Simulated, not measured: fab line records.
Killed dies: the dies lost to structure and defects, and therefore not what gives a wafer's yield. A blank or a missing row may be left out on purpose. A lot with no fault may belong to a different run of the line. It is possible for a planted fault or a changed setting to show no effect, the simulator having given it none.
fab line records    flow sky130    part 1 of 2: steps 1 to 29 of 39
record: lots: 5  wafers: 15  last-day: 50
route steps=708 shown METAL1@452 VIA1@458 METAL2@483
lots that met no fault: taken from a fault-free run of the same line
start-h: start of the lot's first displayed wafer, in hours after the record's first day    wait-h: time in hours since the lot's previous step    " same as the row above    L1.1+2: a row that stands for several wafers    - value missing, or start not given    * or withheld: withheld    < > ~ a bound
route shown NAME@n: names a module that has steps shown in the file, with the first one's number in the route    usual: mean and standard deviation over wafers with no fault    same: alike in all rows    chamber/n: place in a boat    sites: each site's reading    _std_site: how widely they spread, as a standard deviation    _edge_site: inner sites' mean taken away from outer sites' mean    radius-mm: how far each site lies from the wafer's centre    mask NAME#n: copy n    behind: the most recent tool/chamber to have shaped the wafer    hold: reason for holding the lot/hours on hold/outcome of the hold    device: whichever transistor did not switch (one of n, p or np)    end of line: the same wafers' tests at the end of the route    a step with no rows: only its recipe    killed: dies that structure and defects cost at the first sort, which is not the same as the wafer's yield    map: dies across one wafer; x = killed, . = not, _ = none there
set.NAME: the setting the step ran with; set.NAME@STEP: the setting that earlier step ran with    model.NAME: the simulator's own value behind a step, which no gauge read
lots at some steps of the route; a table a step, a row a wafer
services: from which hour (start-h, from the record's first day; less than 0 if before it) a tool's chamber was out of use, for how many hours, and why
== steps ==
step: SKY_METAL1_ETCH_18
recipe: chemistry: N2/H2  target: BARC  ion-energy-ev: 200  bias-w: 100  pressure-mtorr: 30  n2-flow-sccm: 100  h2-flow-sccm: 200  icp-w: 500  stop-on: SiO2  time-s: 45.9  target-depth-a: 600
usual: drypump-motor-current-A: 5.4/0.31  he-backside-leak-sccm: 3.16/0.14  oes-product-au: 0.855/0.0047  throttle-valve-pct: 13.224/0.0093
lot.wafer  tool          chamber  start-h  wait-h  drypump-motor-current-A  he-backside-leak-sccm  oes-product-au  rf-hours-counter-h  throttle-valve-pct
L081.4     rie-metal-04  1        834.50   0.0     5.9                      3.04                   0.856           -                   13.216
L081.5     "             0        "        "       5.2                      3.15                   0.851           -                   13.216
L081.6     "             1        "        "       5.9                      2.96                   0.853           -                   13.231
L084.2     rie-metal-04  1        861.25   0.0     5.8                      2.92                   0.859           9                   13.225
L084.3     "             0        "        "       5.2                      3.34                   0.859           -                   13.213
L084.5     "             0        "        "       5.2                      3.22                   0.855           -                   13.209
L089.3     rie-metal-01  0        902.84   0.0     5.7                      3.19                   0.845           -                   13.234
L089.4     "             1        "        "       5.3                      3.31                   0.856           -                   13.218
L089.6     "             0        "        "       5.7                      3.05                   0.854           -                   13.215
L092.2     rie-metal-04  1        914.97   0.0     5.8                      3.10                   0.859           12                  13.223
L092.3     "             1        "        "       5.8                      2.84                   0.862           -                   13.232
L092.4     "             0        "        "       5.2                      3.56                   0.864           -                   13.229
L094.1     rie-metal-01  1        932.62   0.0     5.3                      3.29                   0.863           17                  13.240
L094.5     "             0        "        "       5.8                      3.05                   0.851           -                   13.235
L094.6     "             1        "        "       5.3                      3.08                   0.860           -                   13.216
step: SKY_METAL1_METAL_ETCH_19
recipe: target-depth-a: 3600  stop-on: SiO2  over-etch-frac: 0.3  time-s: 78  chemistry: Cl2/BCl3  resist-sidewall-deg: 88  pressure-mtorr: 10  icp-w: 900  bias-w: 48.5  Cl2_flow_sccm: 60  bcl3-flow-sccm: 30
usual: drypump-motor-current-A: 5.4/0.31  he-backside-leak-sccm: 3.2/0.32  mfc-cl2-sccm: 59.99/0.18  oes-product-au: 0.853/0.0071  throttle-valve-pct: 22.265/0.0087
same: over-etch-frac: 0.3
lot.wafer  tool          chamber  start-h  wait-h  drypump-motor-current-A  he-backside-leak-sccm  mfc-cl2-sccm  oes-product-au  rf-hours-counter-h  throttle-valve-pct
L081.4     rie-metal-04  1        834.57   0.1     5.8                      3.2                    60.09         0.849           -                   22.260
L081.5     "             0        "        "       5.2                      3.3                    59.94         0.849           -                   22.266
L081.6     "             1        "        "       5.8                      3.0                    60.07         0.850           -                   22.269
L084.2     rie-metal-04  1        861.31   0.0     5.8                      3.1                    60.15         0.848           9                   22.256
L084.3     "             0        "        "       5.2                      3.1                    59.98         0.854           -                   22.254
L084.5     "             0        "        "       5.2                      3.2                    60.13         0.844           -                   22.268
L089.3     rie-metal-01  0        902.91   0.1     5.7                      3.1                    59.90         0.848           -                   22.282
L089.4     "             1        "        "       5.3                      3.2                    59.99         0.869           -                   22.266
L089.6     "             0        "        "       5.7                      3.1                    60.19         0.861           -                   22.261
L092.2     rie-metal-04  1        915.03   0.0     5.8                      3.1                    60.19         0.857           12                  22.258
L092.3     "             1        "        "       5.8                      3.0                    60.14         0.863           -                   22.257
L092.4     "             0        "        "       5.2                      3.2                    59.96         0.859           -                   22.270
L094.1     rie-metal-01  1        932.68   0.0     5.3                      3.2                    59.78         0.843           17                  22.272
L094.5     "             0        "        "       5.7                      3.2                    59.83         0.846           -                   22.272
L094.6     "             1        "        "       5.3                      3.1                    59.63         0.844           -                   22.272
step: SKY_METAL1_STRIP_20
recipe: chemistry: O2/N2  power-w: 1400  pressure-mtorr: 1500  platen-temp-c: withheld  o2-flow-sccm: 3000  n2-flow-sccm: 300  overash-fraction: 0.5
usual: drypump-motor-current-A: 5.8/0.48  oes-product-au: 0.344/0.0055  strip-time-to-endpoint-s: 2.73/0.049
lot.wafer  tool             chamber  start-h  wait-h  drypump-motor-current-A  oes-product-au  rf-hours-counter-h  strip-time-to-endpoint-s
L081.4     plasma-asher-03  1        834.66   0.1     6.1                      0.349           -                   2.74
L081.5     "                0        "        "       6.1                      0.351           -                   2.71
L081.6     "                1        "        "       6.1                      0.346           -                   2.74
L084.2     plasma-asher-04  1        861.40   0.1     6.0                      0.346           44                  2.68
L084.3     "                1        "        "       6.0                      0.345           -                   2.70
L084.5     "                1        "        "       6.0                      0.336           -                   2.72
L089.3     plasma-asher-02  0        903.01   0.1     5.2                      0.336           -                   2.76
L089.4     "                1        "        "       5.2                      0.338           -                   2.77
L089.6     "                0        "        "       5.2                      0.346           -                   2.73
L092.2     plasma-asher-02  0        915.12   0.1     5.2                      0.349           79                  2.75
L092.3     "                1        "        "       5.2                      0.339           -                   2.75
L092.4     "                0        "        "       5.2                      0.347           -                   2.78
L094.1     plasma-asher-02  0        932.77   0.1     5.2                      0.341           81                  2.79
L094.5     "                0        "        "       5.2                      0.352           -                   2.77
L094.6     "                1        "        "       5.2                      0.346           -                   2.77
step: SKY_METAL1_STRIP_21
recipe: chemistry: post-etch-residue-remover  time-s: 1200  temp-c: 72.5
lot.wafer   tool          chamber  start-h  wait-h
L081.4+5+6  wet-bench-03  3        834.73   0.0
L084.2+3+5  wet-bench-04  3        861.50   0.1
L089.3+4+6  wet-bench-04  1        903.07   0.0
L092.2+3+4  wet-bench-04  1        915.22   0.1
L094.1+5+6  wet-bench-03  1        932.87   0.1
step: SKY_METAL1_CLEAN_22
recipe: chemistry: IPA  time-s: 180  temp-c: 25
lot.wafer   tool          chamber  start-h  wait-h
L081.4+5+6  wet-bench-04  1        835.10   0.0
L084.2+3+5  wet-bench-01  2        861.84   0.0
L089.3+4+6  wet-bench-01  0        903.45   0.0
L092.2+3+4  wet-bench-03  3        915.56   0.0
L094.1+5+6  wet-bench-04  1        933.21   0.0
step: SKY_METAL1_CLEAN_23
recipe: chemistry: O3/DIW  dry: n2-spin
lot.wafer   tool          chamber  start-h  wait-h
L081.4+5+6  wet-bench-01  3        835.17   0.0
L084.2+3+5  wet-bench-04  1        861.97   0.0
L089.3+4+6  wet-bench-04  2        903.51   0.0
L092.2+3+4  wet-bench-01  2        915.62   0.0
L094.1+5+6  wet-bench-01  0        933.27   0.0
step: SKY_VIA1_HDPCVD_00
recipe: material: SiO2  target-thk-nm: 1030  sigma-open-frac: 0.3  time-s: 171.7  temp-c: 400  sih4-flow-sccm: 60  pressure-mtorr: 6
lot.wafer   tool       chamber  start-h  wait-h
L081.4+5+6  hdpcvd-02  1,2,0    835.32   0.1
L084.2+3+5  hdpcvd-01  1,2,1    862.06   0.0
L089.3+4+6  hdpcvd-02  2,2,0    903.61   0.0
L092.2+3+4  hdpcvd-02  2,0,1    915.72   0.0
L094.1+5+6  hdpcvd-01  1,1,0    933.37   0.0
step: SKY_VIA1_THK_MEAS_01
recipe: reads: SiO2_of_VIA1_HDPCVD_00
usual: VIA1_HDPCVD_THK: 1033/11
lot.wafer  tool           chamber  start-h  wait-h  VIA1_HDPCVD_THK[nm]
L081.4     film-metro-02  -        835.41   0.0     1051
L081.5     "              -        "        "       1035
L081.6     "              -        "        "       1017
L084.2     film-metro-02  -        862.18   0.1     1017
L084.3     "              -        "        "       1044
L084.5     "              -        "        "       1028
L089.3     film-metro-01  -        903.74   0.1     1024
L089.4     "              -        "        "       1035
L089.6     "              -        "        "       1035
L092.2     film-metro-04  -        915.84   0.1     1051
L092.3     "              -        "        "       1033
L092.4     "              -        "        "       1029
L094.1     film-metro-01  -        933.49   0.1     1012
L094.5     "              -        "        "       1009
L094.6     "              -        "        "       1028
step: SKY_VIA1_CMP_02
recipe: material: SiO2  down-force-psi: 4  platen-rpm: 60  pad-velocity-m-s: 0.94248
usual: edge-zone-pressure-frac: 1.000/0.0047  motor-current-A: 12.0/1.4
lot.wafer  tool    chamber  start-h  wait-h  edge-zone-pressure-frac  motor-current-A
L081.4     cmp-01  0        835.69   0.3     1.000                    14.9
L081.6     "       3        "        "       1.000                    10.9
L081.5     "       0        "        "       1.013                    15.2
L084.3     cmp-02  0        862.23   0.0     1.004                    9.9
L084.2     "       1        "        "       0.995                    12.2
L084.5     "       1        "        "       0.996                    11.7
L089.3     cmp-02  3        903.83   0.1     1.009                    11.7
L089.4     "       0        "        "       1.001                    10.4
L089.6     "       2        "        "       1.000                    11.9
L092.2     cmp-02  3        915.94   0.1     0.999                    12.3
L092.3     "       0        "        "       0.991                    9.8
L092.4     "       1        "        "       1.003                    12.2
L094.1     cmp-02  0        933.65   0.1     0.998                    9.5
L094.6     "       2        "        "       1.005                    12.2
L094.5     "       3        "        "       1.005                    12.1
step: SKY_VIA1_BOW_MEAS_03
recipe: mode: bow
usual: VIA1_BOW: 80/6.9
lot.wafer  tool           chamber  start-h  wait-h  VIA1_BOW[um]
L081.4     film-metro-01  -        836.00   0.3     81
L081.5     "              -        "        "       81
L081.6     "              -        "        "       77
L084.2     film-metro-04  -        862.55   0.2     78
L084.3     "              -        "        "       81
L084.5     "              -        "        "       67
L089.3     film-metro-04  -        904.12   0.2     78
L089.4     "              -        "        "       83
L089.6     "              -        "        "       68
L092.2     film-metro-02  -        916.21   0.2     70
L092.3     "              -        "        "       78
L092.4     "              -        "        "       94
L094.1     film-metro-01  -        933.85   0.1     81
L094.5     "              -        "        "       85
L094.6     "              -        "        "       70
step: SKY_VIA1_DEHYDRATE_04
recipe: temp-c: 200  time-s: 60
lot.wafer   tool            chamber  start-h  wait-h
L081.4+5+6  litho-track-01  0        848.91   12.9
L084.2+3+5  litho-track-03  0        875.18   12.6
L089.3+4+6  litho-track-03  0        916.46   12.3
L092.2+3+4  litho-track-04  0        928.25   12.0
L094.1+5+6  litho-track-01  0        946.48   12.6
step: SKY_VIA1_HMDS_05
recipe: prime-time-s: 60  prime-temp-c: 120
lot.wafer   tool            chamber  start-h  wait-h
L081.4+5+6  litho-track-01  0        849.06   0.1
L084.2+3+5  litho-track-03  0        875.33   0.1
L089.3+4+6  litho-track-03  0        916.61   0.1
L092.2+3+4  litho-track-04  0        928.40   0.1
L094.1+5+6  litho-track-01  0        946.63   0.1
step: SKY_VIA1_COAT_06
recipe: resist: BARC  temp-c: withheld  time-s: withheld  spin-rpm: 3000  resist-thk-nm: 60
lot.wafer   tool            chamber  start-h  wait-h
L081.4+5+6  litho-track-01  0        849.21   0.1
L084.2+3+5  litho-track-03  0        875.48   0.1
L089.3+4+6  litho-track-03  0        916.76   0.1
L092.2+3+4  litho-track-04  0        928.55   0.1
L094.1+5+6  litho-track-01  0        946.78   0.1
step: SKY_VIA1_COAT_07
recipe: resist: KrF-thick  spin-rpm: 3000  resist-thk-nm: 450
lot.wafer   tool            chamber  start-h  wait-h
L081.4+5+6  litho-track-01  0        -        -
L084.2+3+5  litho-track-03  0        -        -
L089.3+4+6  litho-track-03  0        -        -
L092.2+3+4  litho-track-04  0        -        -
L094.1+5+6  litho-track-01  0        -        -
step: SKY_VIA1_SOFTBAKE_08
recipe: temp-c: 100  time-s: 90  resist: KrF-thick
lot.wafer   tool            chamber  start-h  wait-h
L081.4+5+6  litho-track-01  0        -        -
L084.2+3+5  litho-track-03  0        -        -
L089.3+4+6  litho-track-03  0        -        -
L092.2+3+4  litho-track-04  0        -        -
L094.1+5+6  litho-track-01  0        -        -
step: SKY_VIA1_EXPOSE_09
recipe: mask-id: VIM  na: 0.8  source-shape: annular  sigma-inner: 0.55  sigma-outer: 0.85  target-cd-nm: 150  dose-mj: 38
lot.wafer   tool            chamber  start-h  wait-h  mask
L081.4+5+6  krf-scanner-01  0        -        -       VIM#0
L084.2+3+5  krf-scanner-02  0        -        -       VIM#0
L089.3+4+6  krf-scanner-01  0        -        -       VIM#0
L092.2+3+4  krf-scanner-02  0        -        -       VIM#0
L094.1+5+6  krf-scanner-02  0        -        -       VIM#0
step: SKY_VIA1_PEB_10
recipe: peb-temp-c: withheld  peb-time-s: withheld  resist: KrF-thick
lot.wafer   tool            chamber  start-h  wait-h
L081.4+5+6  litho-track-03  0        -        -
L084.2+3+5  litho-track-01  0        -        -
L089.3+4+6  litho-track-03  0        -        -
L092.2+3+4  litho-track-01  0        -        -
L094.1+5+6  litho-track-01  0        -        -
step: SKY_VIA1_DEVELOP_11
recipe: develop-time-s: 60  resist: KrF-thick  dev-temp-c: 21
lot.wafer   tool            chamber  start-h  wait-h
L081.4+5+6  litho-track-03  0        -        -
L084.2+3+5  litho-track-01  0        -        -
L089.3+4+6  litho-track-03  0        -        -
L092.2+3+4  litho-track-01  0        -        -
L094.1+5+6  litho-track-01  0        -        -
step: SKY_VIA1_CD_MEAS_12
recipe: target-cd-nm: 150
usual: cd-nm: 149.6/1.3
lot.wafer  tool       chamber  start-h  wait-h  cd-nm
L081.4     cd-sem-01  -        863.17   -       151.3
L081.5     "          -        "        "       151.3
L081.6     "          -        "        "       149.5
L084.2     cd-sem-02  -        889.00   -       150.2
L084.3     "          -        "        "       150.4
L084.5     "          -        "        "       148.7
L089.3     cd-sem-02  -        929.00   -       150.5
L089.4     "          -        "        "       150.3
L089.6     "          -        "        "       148.8
L092.2     cd-sem-01  -        942.30   -       148.7
L092.3     "          -        "        "       150.1
L092.4     "          -        "        "       149.7
L094.1     cd-sem-02  -        959.48   -       149.0
L094.5     "          -        "        "       150.8
L094.6     "          -        "        "       151.1
step: SKY_VIA1_OVL_MEAS_13
usual: VIA1_OVL: -1/5.4
lot.wafer  tool        chamber  start-h  wait-h  VIA1_OVL[nm]
L081.4     overlay-02  -        863.25   0.1     5
L081.5     "           -        "        "       2
L081.6     "           -        "        "       3
L084.2     overlay-02  -        889.11   0.1     -3
L084.3     "           -        "        "       0
L084.5     "           -        "        "       0
L089.3     overlay-02  -        929.09   0.1     -7
L089.4     "           -        "        "       -9
L089.6     "           -        "        "       -6
L092.2     overlay-01  -        942.41   0.1     -14
L092.3     "           -        "        "       -11
L092.4     "           -        "        "       -14
L094.1     overlay-01  -        959.60   0.1     -1
L094.5     "           -        "        "       6
L094.6     "           -        "        "       6
step: SKY_VIA1_ETCH_14
recipe: chemistry: N2/H2  target: BARC  ion-energy-ev: 200  source-w: 500  bias-w: 100  pressure-mtorr: 30  n2-flow-sccm: 100  h2-flow-sccm: 200  stop-on: SiO2  time-s: 45.9  target-depth-a: 600
usual: drypump-motor-current-A: 5.8/0.51  oes-product-au: 0.856/0.0051  throttle-valve-pct: 13.224/0.0093
lot.wafer  tool         chamber  start-h  wait-h  drypump-motor-current-A  oes-product-au  rf-hours-counter-h  throttle-valve-pct
L081.4     rie-diel-04  1        863.29   0.0     4.9                      0.858           -                   13.228
L081.5     "            0        "        "       5.7                      0.853           -                   13.233
L081.6     "            2        "        "       6.2                      0.861           -                   13.230
L084.2     rie-diel-04  3        889.14   0.0     4.8                      0.855           1                   13.235
L084.3     "            1        "        "       4.9                      0.859           13                  13.224
L084.5     "            1        "        "       4.9                      0.863           -                   13.215
L089.3     rie-diel-01  0        929.12   0.0     6.7                      0.853           6                   13.212
L089.4     "            0        "        "       6.7                      0.853           -                   13.228
L089.6     "            2        "        "       5.9                      0.851           -                   13.209
L092.2     rie-diel-04  0        942.44   0.0     5.7                      0.849           14                  13.234
L092.3     "            3        "        "       4.8                      0.862           1                   13.221
L092.4     "            1        "        "       4.9                      0.852           14                  13.221
L094.1     rie-diel-03  3        959.64   0.0     6.3                      0.866           10                  13.204
L094.5     "            2        "        "       5.6                      0.853           -                   13.211
L094.6     "            1        "        "       5.3                      0.854           -                   13.224
step: SKY_VIA1_ETCH_15
recipe: target: SiO2  chemistry: C4F8/O2/Ar  target-depth-nm: 351  stop-on: TiN  mask-material: KrF-thick  source-w: 1500  bias-w: 1200  pressure-mtorr: 40  c4f8-flow-sccm: withheld  O2_flow_sccm: 6  Ar_flow_sccm: 300  time-s: 54
usual: oes-product-au: 0.982/0.0067
lot.wafer  tool         chamber  start-h  wait-h  oes-product-au  rf-hours-counter-h
L081.4     rie-diel-04  1        863.33   0.0     0.983           -
L081.5     "            0        "        "       0.974           -
L081.6     "            2        "        "       0.981           -
L084.2     rie-diel-04  3        889.18   0.0     0.978           1
L084.3     "            1        "        "       0.978           13
L084.5     "            1        "        "       0.961           -
L089.3     rie-diel-01  0        929.16   0.0     0.984           6
L089.4     "            0        "        "       0.973           -
L089.6     "            2        "        "       0.974           -
L092.2     rie-diel-04  0        942.48   0.0     0.975           14
L092.3     "            3        "        "       0.982           1
L092.4     "            1        "        "       0.965           14
L094.1     rie-diel-03  3        959.68   0.0     0.984           10
L094.5     "            2        "        "       0.994           -
L094.6     "            1        "        "       0.981           -
step: SKY_VIA1_STRIP_16
recipe: chemistry: O2/N2  power-w: 1400  pressure-mtorr: 1500  platen-temp-c: withheld  o2-flow-sccm: 3000  n2-flow-sccm: 300  overash-fraction: 0.5
usual: drypump-motor-current-A: 5.6/0.48  oes-product-au: 0.416/0.0043  strip-time-to-endpoint-s: 4.466/0.028
lot.wafer  tool             chamber  start-h  wait-h  drypump-motor-current-A  oes-product-au  rf-hours-counter-h  strip-time-to-endpoint-s
L081.4     plasma-asher-02  0        863.39   0.0     5.1                      0.415           -                   4.502
L081.5     "                0        "        "       5.1                      0.414           -                   4.497
L081.6     "                1        "        "       5.2                      0.412           -                   4.402
L084.2     plasma-asher-03  0        889.23   0.0     6.0                      0.422           14                  4.442
L084.3     "                1        "        "       6.1                      0.408           -                   4.507
L084.5     "                1        "        "       6.1                      0.417           -                   4.502
L089.3     plasma-asher-03  0        929.24   0.1     6.1                      0.416           -                   4.503
L089.4     "                1        "        "       6.1                      0.418           -                   4.474
L089.6     "                1        "        "       6.1                      0.419           -                   4.492
L092.2     plasma-asher-02  0        942.53   0.0     5.2                      0.424           82                  4.465
L092.3     "                1        "        "       5.2                      0.418           -                   4.477
L092.4     "                0        "        "       5.2                      0.420           -                   4.511
L094.1     plasma-asher-02  1        959.73   0.0     5.2                      0.424           84                  4.479
L094.5     "                1        "        "       5.2                      0.420           -                   4.504
L094.6     "                0        "        "       5.2                      0.421           -                   4.475
step: SKY_VIA1_STRIP_17
recipe: chemistry: post-etch-residue-remover  time-s: 1200  temp-c: 72.5
lot.wafer   tool          chamber  start-h  wait-h
L081.4+5+6  wet-bench-04  1        863.45   0.0
L084.2+3+5  wet-bench-03  0        889.33   0.1
L089.3+4+6  wet-bench-03  1        929.30   0.0
L092.2+3+4  wet-bench-02  1        942.63   0.1
L094.1+5+6  wet-bench-03  1        959.83   0.1
step: SKY_VIA1_CLEAN_18
recipe: chemistry: IPA  time-s: 180  temp-c: 25
lot.wafer   tool          chamber  start-h  wait-h
L081.4+5+6  wet-bench-03  1        863.80   0.0
L084.2+3+5  wet-bench-04  1        889.67   0.0
L089.3+4+6  wet-bench-02  0        929.65   0.0
L092.2+3+4  wet-bench-03  0        942.97   0.0
L094.1+5+6  wet-bench-02  1        960.17   0.0
step: SKY_VIA1_CLEAN_19
recipe: chemistry: O3/DIW  dry: n2-spin
lot.wafer   tool          chamber  start-h  wait-h
L081.4+5+6  wet-bench-02  0        863.85   0.0
L084.2+3+5  wet-bench-02  1        889.73   0.0
L089.3+4+6  wet-bench-04  1        929.70   0.0
L092.2+3+4  wet-bench-03  2        943.03   0.0
L094.1+5+6  wet-bench-04  2        960.23   0.0
step: SKY_VIA1_SPUTTER_20
recipe: material: TiN  target-thk-nm: 20  chamber-pressure-pa: 5  power-w: 4000  time-s: 80
usual: throttle-valve-pct: 30.3/1
lot.wafer  tool            chamber  start-h  wait-h  throttle-valve-pct
L081.4     pvd-sputter-01  -        863.95   0.0     30.9
L081.5     "               -        "        "       31.0
L081.6     "               -        "        "       31.5
L084.2     pvd-sputter-01  -        889.84   0.0     30.9
L084.3     "               -        "        "       31.2
L084.5     "               -        "        "       31.2
L089.3     pvd-sputter-04  -        929.80   0.0     29.8
L089.4     "               -        "        "       30.6
L089.6     "               -        "        "       29.3
L092.2     pvd-sputter-02  -        943.12   0.0     29.6
L092.3     "               -        "        "       28.2
L092.4     "               -        "        "       31.3
L094.1     pvd-sputter-01  -        960.34   0.0     31.1
L094.5     "               -        "        "       31.4
L094.6     "               -        "        "       31.2
step: SKY_VIA1_CVD_21
recipe: material: W  target-thk-nm: 270  time-s: 80.902  temp-c: 400  pressure-torr: 40
usual: heater-power-w: 838/89
lot.wafer  tool      chamber  start-h  wait-h  heater-power-w
L081.4     cvd-w-02  0        864.04   0.1     888
L081.5     "         0        "        "       894
L081.6     "         1        "        "       765
L084.2     cvd-w-02  1        889.90   0.0     764
L084.3     "         0        "        "       863
L084.5     "         0        "        "       860
L089.3     cvd-w-02  1        929.89   0.1     720
L089.4     "         0        "        "       861
L089.6     "         1        "        "       726
L092.2     cvd-w-02  0        943.18   0.0     845
L092.3     "         1        "        "       696
L092.4     "         0        "        "       827
L094.1     cvd-w-02  0        960.40   0.0     839
L094.5     "         1        "        "       715
L094.6     "         0        "        "       866
step: SKY_VIA1_RS_MEAS_22
recipe: thk-meas-gauge: four-point-probe  reads: W_of_VIA1_CVD_21+TiN_of_VIA1_SPUTTER_20
usual: VIA1_W_RS: 0.424/0.0069
lot.wafer  tool           chamber  start-h  wait-h  VIA1_W_RS[ohm/sq]
L081.4     film-metro-02  -        864.16   0.1     0.425
L081.5     "              -        "        "       0.429
L081.6     "              -        "        "       0.432
L084.2     film-metro-02  -        890.01   0.1     0.427
L084.3     "              -        "        "       0.418
L084.5     "              -        "        "       0.419
L089.3     film-metro-04  -        929.99   0.1     0.431
L089.4     "              -        "        "       0.427
L089.6     "              -        "        "       0.435
L092.2     film-metro-04  -        943.29   0.1     0.433
L092.3     "              -        "        "       0.428
L092.4     "              -        "        "       0.430
L094.1     film-metro-02  -        960.49   0.1     0.428
L094.5     "              -        "        "       0.427
L094.6     "              -        "        "       0.425
